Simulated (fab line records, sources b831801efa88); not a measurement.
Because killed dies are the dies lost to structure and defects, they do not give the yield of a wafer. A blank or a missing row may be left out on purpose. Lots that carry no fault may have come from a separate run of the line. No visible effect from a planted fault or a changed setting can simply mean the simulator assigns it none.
A struck lot beside a sound one | flow sky130 | 15 steps out of a route of 708
Sound: these wafers, L155.1, L155.2, L155.3. Struck: wafers L145.2, L145.3, L145.4. Last of all comes the cause.
Order at every step that has rows: each side's tool, ch and its chambers, its first start. Under that, the readings that differ: sound wafers | struck wafers | difference of the means | sigmas: that difference in standard deviations of wafers without a fault.
alike: words and numbers the same on both sides, and readings whose means are apart by under 2 such deviations; not compared: readings that were withheld, readings missing a value for some wafer, numbers with overlapping values and no deviation given by the record, and bounds like >300 which may hide the same value.
The two part at a step that has a row with sigmas, a row that says differs or no value, or rows on one side only. Numbers that have no deviation but don't overlap get no sigmas and don't part them. A reading missing from all wafers of one side parts the sides only when that side holds two or more wafers.

first, 8 steps without rows for these wafers: SKY_METAL3_DEHYDRATE_05 (time 60 s); SKY_METAL3_HMDS_06 (prime time 60 s); SKY_METAL3_COAT_07 (resist thk 60 nm); SKY_METAL3_COAT_08 (resist thk 1140 nm); SKY_METAL3_SOFTBAKE_09 (time 90 s); SKY_METAL3_EXPOSE_10 (exposes mask MM3, target cd 300 nm); SKY_METAL3_PEB_11; SKY_METAL3_DEVELOP_12 (develop time 60 s).
SKY_METAL3_CD_MEAS_13: the cd target is 300 nm.
  struck on cd_sem-02, day 41 20:04; sound on cd_sem-02, day 44 06:26
  alike: cd_nm
SKY_METAL3_OVL_MEAS_14:
  struck on overlay-02, day 41 20:10; sound on overlay-01, day 44 06:34
  alike: METAL3_OVL
SKY_METAL3_DESCUM_15: chemistry O2, time 8 s.
  sound on rie_metal-03 ch 0,1, day 44 06:36; struck on rie_metal-03 ch 0,1, day 41 20:12
  alike: drypump_motor_current_A, oes_product_au, rf_fwd_power_W
  not compared: rf_hours_counter_h
SKY_METAL3_ETCH_16: etches BARC in N2/H2, stops on SiO2, time 88.2 s, target depth 60 nm.
  sound on rie_metal-03 ch 0,1, day 44 06:38; struck on rie_metal-03 ch 0,1, day 41 20:14
  alike: bias_w, chamber_pressure_mTorr, drypump_motor_current_A, oes_product_au, rf_fwd_power_W, throttle_valve_pct
  not compared: rf_hours_counter_h
SKY_METAL3_ETCH_17: etches SiO2 in C4F8/O2/Ar, stops on TiN, time 3.9 s, target depth 15 nm.
  sound on rie_diel-02 ch 0,2,3, day 44 06:44; struck on rie_diel-03 ch 0,1,3, day 41 20:20
  no value came back on the struck wafers for any of 5 readings (bias_w (W), chamber_pressure_mTorr (mTorr) and others); on the sound wafers bias_w (W) reads 1205 1208 1199
SKY_METAL3_METAL_ETCH_18: etches the open film in Cl2/BCl3, stops on SiO2, target depth 845 nm, time 183.1 s.
  sound on rie_metal-01 ch 0,1, day 44 06:45; struck on rie_metal-01 ch 0,1, day 41 20:21
  alike: bcl3_flow_sccm, bias_w, drypump_motor_current_A, oes_product_au, rf_fwd_power_W, throttle_valve_pct
  not compared: rf_hours_counter_h
-- the record jumps here: 7 days lie between the struck wafers' starts before and after (it left off in module METAL3 and takes up again in module PAD_OPEN, whose first step shown is number 708 of the route) --
SKY_PAD_OPEN_PROBE_99:
  struck on prober-02, day 48 11:54; sound on prober-02, day 50 11:04
  reading                  | sound          | struck         | difference | sigmas
  defect_limited_yield (%) | 81.1 80.7 83.7 | 0 0 0          | -82        | -39
  killed_at_M0_to_M3       | 43 58 47       | 455 446 455    | +403       | +58
  killed_dies              | 93 95 80       | 492 492 492    | +403       | +40
  killed_on_rim            | 15 17 12       | 96 96 96       | +81        | +21
  sort_bin_5_function (%)  | 10.6 11.8 10.6 | 93.1 91.5 95.1 | +82.2      | +55
  sort_n_pass              | 399 397 412    | 0 0 0          | -403       | -40
  sort_yield_pct (%)       | 81.1 80.7 83.7 | 0 0 0          | -82        | -39
  alike: killed_at_M4_up, killed_at_contacts, killed_at_front_end, killed_at_other, killed_open, killed_short, sort_bin_3_pad_short, sort_bin_6_memory

== WHERE THEY PART ==
Last at SKY_PAD_OPEN_PROBE_99 as far as this record goes, first at SKY_METAL3_ETCH_17.

WHY: whatever the simulator had introduced
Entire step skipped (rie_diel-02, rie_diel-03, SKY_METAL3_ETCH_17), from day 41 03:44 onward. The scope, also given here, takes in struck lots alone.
